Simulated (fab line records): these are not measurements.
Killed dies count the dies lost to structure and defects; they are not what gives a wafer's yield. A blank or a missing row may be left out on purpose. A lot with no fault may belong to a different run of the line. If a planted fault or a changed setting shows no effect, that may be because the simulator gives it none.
Which tool was responsible? ; flow gf180mcu ; 13 lots, 39 wafers sampled, at 7 steps of a route of 602

## WHAT THE GAUGES READ, wafer by wafer
GF_HV_LDD_CD_MEAS_19: the cd target is 400 nm. Usual: cd nm 400.1 nm, standard deviation 2.1.
lot;measured;on;cd nm (nm);flag
L410;day 11 16:38;cd sem-02;400.2 398.3 401.1;
L411;day 12 02:38;cd sem-01;400.7 400.7 400.3;
L412;day 12 03:32;cd sem-02;399.3 399.5 400.7;
L413;day 12 07:08;cd sem-02;402.4 403.2 402.5;
L415;day 12 18:11;cd sem-02;403.1 400.8 401.2;
L416;day 13 11:08;cd sem-02;398.1 396.0 398.2;
L418;day 13 13:16;cd sem-02;395.2 397.2 398.5;
L419;day 13 20:05;cd sem-01;399.6 396.0 397.9;
L421;day 14 11:50;cd sem-01;- - -;OFF
L429;day 17 00:46;cd sem-02;402.9 401.1 402.2;
L430;day 17 05:21;cd sem-01;402.8 402.9 403.8;
L431;day 17 11:55;cd sem-02;404.0 401.5 402.6;
L432;day 17 18:29;cd sem-01;400.5 401.7 400.4;

GF_HV_LDD_TW_MEAS_23. Usual: HV_LDD_2_TW 1058, standard deviation 9.6.
lot;measured;on;HV_LDD_2_TW;flag
L410;day 11 17:02;film metro-01;1072 1068 1066;
L411;day 12 03:01;film metro-02;1064 1061 1068;
L412;day 12 03:56;film metro-03;1053 1045 1056;
L413;day 12 07:32;film metro-01;1077 1071 1070;
L415;day 12 18:36;film metro-02;1066 1066 1067;
L416;day 13 11:33;film metro-03;1053 1045 1046;
L418;day 13 13:40;film metro-03;1045 1046 1052;
L419;day 13 20:30;film metro-02;1065 1069 1071;
L421;day 14 12:14;film metro-02;30 30 30;OFF
L429;day 17 01:10;film metro-03;1051 1046 1051;
L430;day 17 05:45;film metro-03;1050 1054 1053;
L431;day 17 12:18;film metro-03;1046 1056 1053;
L432;day 17 18:52;film metro-01;1066 1064 1065;

GF_HV_LDD_TW_MEAS_38. Usual: HV_LDD_3_TW 1443, standard deviation 12.
lot;measured;on;HV_LDD_3_TW;flag
L410;day 12 12:42;film metro-01;1460 1455 1454;
L411;day 12 23:04;film metro-02;1443 1446 1452;
L412;day 13 00:09;film metro-02;1452 1453 1455;
L413;day 13 03:16;film metro-02;1454 1460 1463;
L415;day 13 14:03;film metro-03;1424 1424 1434;
L416;day 14 08:03;film metro-02;1451 1447 1447;
L418;day 14 10:08;film metro-03;1431 1430 1435;
L419;day 14 17:44;film metro-02;1442 1450 1438;
L421;day 15 09:29;film metro-03;1594 1582 1581;OFF
L429;day 18 01:43;film metro-01;1454 1442 1446;
L430;day 18 05:46;film metro-03;1434 1437 1442;
L431;day 18 13:00;film metro-01;1451 1453 1453;
L432;day 18 19:10;film metro-01;1446 1450 1452;

GF_CONTACT_THK_MEAS_26: measures by xrf. Usual: CONTACT_W_THK 294 nm, standard deviation 4.8.
lot;measured;on;CONTACT_W_THK (nm);flag
L410;day 17 05:59;film metro-02;297 299 296;
L411;day 17 15:10;film metro-01;294 287 288;
L412;day 17 15:56;film metro-02;298 295 296;
L413;day 17 19:05;film metro-02;294 297 292;
L415;day 18 07:50;film metro-03;298 298 297;
L416;day 19 12:31;film metro-02;293 295 292;
L418;day 19 11:49;film metro-02;289 288 291;
L419;day 19 21:26;film metro-03;296 302 294;
L429;day 23 07:26;film metro-01;290 288 288;
L430;day 23 10:14;film metro-02;286 289 285;
L431;day 23 18:29;film metro-01;288 288 291;
L432;day 24 00:13;film metro-02;298 296 303;

GF_M1_OVL_MEAS_15. Usual: M1_OVL 1 nm, standard deviation 4.9.
lot;measured;on;M1_OVL (nm);flag
L410;day 18 05:46;overlay-01;0 3 1;
L411;day 18 15:16;overlay-01;0 -5 3;
L412;day 18 16:01;overlay-01;7 0 6;
L413;day 18 19:07;overlay-02;7 9 8;
L415;day 19 08:43;overlay-01;1 -4 5;
L416;day 20 13:45;overlay-01;3 5 10;
L418;day 20 13:10;overlay-02;0 -6 -2;
L419;day 20 22:30;overlay-02;-7 -7 -4;
L429;day 24 06:22;overlay-01;1 1 3;
L430;day 24 08:43;overlay-01;3 -5 -1;
L431;day 24 17:10;overlay-02;9 14 5;
L432;day 24 22:38;overlay-01;1 3 2;

## TOOL THAT RAN EACH LOT (tool first, then ch and the chambers of the sampled wafers, then the start)
lot;GF_HV_LDD_EXPOSE_16;GF_M1_SPUTTER_04
L410;iline stepper-01 ch 0, day 11 07:43;pvd sputter-03, day 17 06:31
L411;iline stepper-01 ch 0, day 11 17:08;pvd sputter-01, day 17 15:41
L412;iline stepper-01 ch 0, day 11 18:29;pvd sputter-03, day 17 16:28
L413;iline stepper-02 ch 0, day 11 22:31;pvd sputter-02, day 17 19:38
L415;iline stepper-02 ch 0, day 12 08:50;pvd sputter-02, day 18 08:23
L416;iline stepper-01 ch 0, day 13 02:13;pvd sputter-03, day 19 13:04
L418;iline stepper-02 ch 0, day 13 03:49;pvd sputter-01, day 19 12:22
L419;iline stepper-01 ch 0, day 13 10:58;pvd sputter-02, day 19 21:58
L421;iline stepper-02 ch 0, day 14 01:49;-
L429;iline stepper-01 ch 0, day 16 13:47;pvd sputter-03, day 23 08:05
L430;iline stepper-01 ch 0, day 16 17:58;pvd sputter-01, day 23 10:46
L431;iline stepper-02 ch 0, day 17 00:29;pvd sputter-03, day 23 19:22
L432;iline stepper-01 ch 0, day 17 07:37;pvd sputter-02, day 24 00:46
- GF_HV_LDD_EXPOSE_16: exposes mask Pplus LV AREA, target cd 400 nm.
- GF_M1_SPUTTER_04: material TiN, target thk 50 nm, time 41.7 s.

## WHAT THE TOOLS THEMSELVES READ (means of the sampled wafers that have a number; where no wafer has one, the mark that the record gives instead)
GF_M1_SPUTTER_04. Usual: throttle valve pct 29.6 %, standard deviation 1.2.
lot;tool;throttle valve pct (%);flag
L410;pvd sputter-03;30.8;
L411;pvd sputter-01;29.2;
L412;pvd sputter-03;29.6;
L413;pvd sputter-02;29.8;
L415;pvd sputter-02;29.4;
L416;pvd sputter-03;29.9;
L418;pvd sputter-01;29.5;
L419;pvd sputter-02;30.0;
L429;pvd sputter-03;29.9;
L430;pvd sputter-01;30.0;
L431;pvd sputter-03;30.4;
L432;pvd sputter-02;30.4;

## THE ANSWER, worked out from the rows above alone
Rule: a lot counts as off when the mean over its wafers that have a number is more than 3 standard deviations away from the usual mean. Also off: a lot with no number at a reading for which 4 or more lots have one. Where the step has rows for the other lots, those lots are counted as sound. Order of review: gauges by route order, followed by the tools' own readings, for which a lot's mean as printed above is used. The first step at which some lot is off is used, and at that step the reading that is off furthest; a lot without a number counts as furthest.
Off at GF_HV_LDD_CD_MEAS_19 (cd nm): L421. Without a number there: L421.
A tool fits if, at a process step before that reading, it ran every lot that is off, and no sound lot after the first of them. Not tried: the gauges at GF_HV_LDD_CD_MEAS_19; whatever is off there is also off at GF_HV_LDD_TW_MEAS_23, on other tools, and gauge error can't account for it. None of those tried fits.

## WHAT HAD BEEN PUT IN BY THE SIMULATOR
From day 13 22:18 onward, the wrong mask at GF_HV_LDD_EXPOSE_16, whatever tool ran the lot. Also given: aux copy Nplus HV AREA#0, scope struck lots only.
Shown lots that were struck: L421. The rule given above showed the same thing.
